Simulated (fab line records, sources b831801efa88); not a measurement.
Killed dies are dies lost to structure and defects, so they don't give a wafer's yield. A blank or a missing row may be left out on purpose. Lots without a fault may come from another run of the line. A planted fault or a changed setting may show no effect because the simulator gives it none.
Tool commonality check | flow sky130 | 13 lots, 39 wafers sampled

WHY IT WAS OPENED
At SKY_LDD_HVN_TW_MEAS_10 the reading LDD_HVN_TW is flagged on 3 of 13 lots. Wafers without a fault read 1433, standard deviation 13.
Rule: a lot is flagged when every wafer of it that has a number lies more than 4 standard deviations from that mean, or none has a number. The other lots count as sound.

lot  | measured     | on            | LDD_HVN_TW, wafer by wafer | flag
L952 | day 20 16:47 | film_metro-03 | 1420 1414 1420             |
L954 | day 21 12:39 | film_metro-03 | 1416 1414 1421             |
L956 | day 21 23:34 | film_metro-03 | 1414 1420 1424             |
L959 | day 23 11:05 | film_metro-03 | 1427 1425 1430             |
L960 | day 23 11:44 | film_metro-01 | 1424 1427 1427             |
L961 | day 23 17:44 | film_metro-02 | 1804 1810 1812             | FLAGGED
L962 | day 24 06:14 | film_metro-02 | 1812 1799 1787             | FLAGGED
L963 | day 24 16:49 | film_metro-03 | 1434 1434 1431             |
L968 | day 26 00:59 | film_metro-02 | 1797 1801 1802             | FLAGGED
L971 | day 27 05:48 | film_metro-02 | 1448 1443 1438             |
L972 | day 27 09:13 | film_metro-01 | 1426 1427 1424             |
L974 | day 27 22:01 | film_metro-01 | 1433 1419 1427             |
L975 | day 28 12:08 | film_metro-02 | 1455 1468 1454             |
The numbers of the flagged lots are 1803 on average: +370 against the usual, or +28 standard deviations.

WHICH TOOL RAN EACH LOT
The record holds 2 process steps before the reading, out of a route of 708 steps. In each cell: the tool, then ch and the chambers that the sampled wafers went through, then the start.
lot  | flag    | SKY_SONOS_ONO_ETCH_15              | SKY_LDD_HVN_IMPLANT_08
L952 |         | rie_diel-02 ch 0,2,3, day 12 15:20 | implanter-04 ch 0, day 20 16:32
L954 |         | rie_diel-03 ch 0,2, day 13 17:08   | implanter-03 ch 0, day 21 12:24
L956 |         | rie_diel-04 ch 0,1,2, day 14 00:35 | implanter-03 ch 0, day 21 23:20
L959 |         | rie_diel-03 ch 0,1,3, day 15 11:17 | implanter-01 ch 0, day 23 10:50
L960 |         | rie_diel-02 ch 1,2, day 15 11:21   | implanter-04 ch 0, day 23 11:29
L961 | FLAGGED | rie_diel-04 ch 1,2, day 15 21:02   | implanter-03 ch 0, day 23 17:13
L962 | FLAGGED | rie_diel-04 ch 1,2,3, day 16 01:18 | implanter-04 ch 0, day 24 05:41
L963 |         | rie_diel-03 ch 0,1,3, day 16 14:00 | implanter-04 ch 0, day 24 16:35
L968 | FLAGGED | rie_diel-03 ch 0,1, day 17 22:30   | implanter-01 ch 0, day 26 00:10
L971 |         | rie_diel-03 ch 0,1,2, day 19 06:06 | implanter-01 ch 0, day 27 05:33
L972 |         | rie_diel-04 ch 0,1, day 19 10:54   | implanter-01 ch 0, day 27 08:58
L974 |         | rie_diel-02 ch 2,3, day 19 23:22   | implanter-04 ch 0, day 27 21:48
L975 |         | rie_diel-02 ch 1,2, day 20 11:27   | implanter-01 ch 0, day 28 11:53
What these steps do:
- SKY_SONOS_ONO_ETCH_15: etches the open film in CHF3/O2, target depth 19.52 nm, time 7.8 s.
- SKY_LDD_HVN_IMPLANT_08
- SKY_LDD_HVN_TW_MEAS_10

FLAGGED OVER TOTAL, TOOL BY TOOL (the gauges that took the reading come last)
step                   | tool          | lots run | flagged | share of the flagged lots | sound lots run after its first flagged lot
SKY_SONOS_ONO_ETCH_15  | rie_diel-02   | 4        | 0       | none                      | -
SKY_SONOS_ONO_ETCH_15  | rie_diel-03   | 5        | 1       | some                      | 1 (L971)
SKY_SONOS_ONO_ETCH_15  | rie_diel-04   | 4        | 2       | some                      | 1 (L972)
SKY_LDD_HVN_IMPLANT_08 | implanter-01  | 5        | 1       | some                      | 3 (L971,L972,L975)
SKY_LDD_HVN_IMPLANT_08 | implanter-03  | 3        | 1       | some                      | 0
SKY_LDD_HVN_IMPLANT_08 | implanter-04  | 5        | 1       | some                      | 2 (L963,L974)
SKY_LDD_HVN_TW_MEAS_10 | film_metro-01 | 3        | 0       | none                      | -
SKY_LDD_HVN_TW_MEAS_10 | film_metro-02 | 5        | 3       | all                       | 2 (L971,L975)
SKY_LDD_HVN_TW_MEAS_10 | film_metro-03 | 5        | 0       | none                      | -

WHAT THE TABLE ALLOWS
1 row of the table ran every flagged lot: film_metro-02 at SKY_LDD_HVN_TW_MEAS_10.
- film_metro-02 at SKY_LDD_HVN_TW_MEAS_10: 3 of its 5 lots flagged. Sound lots ran on it after the first flagged one (L971, L975), which a lasting fault on the whole tool wouldn't allow.
No row of the table ran every flagged lot and no sound lot after the first.

WHAT THE SIMULATOR HAD PUT IN
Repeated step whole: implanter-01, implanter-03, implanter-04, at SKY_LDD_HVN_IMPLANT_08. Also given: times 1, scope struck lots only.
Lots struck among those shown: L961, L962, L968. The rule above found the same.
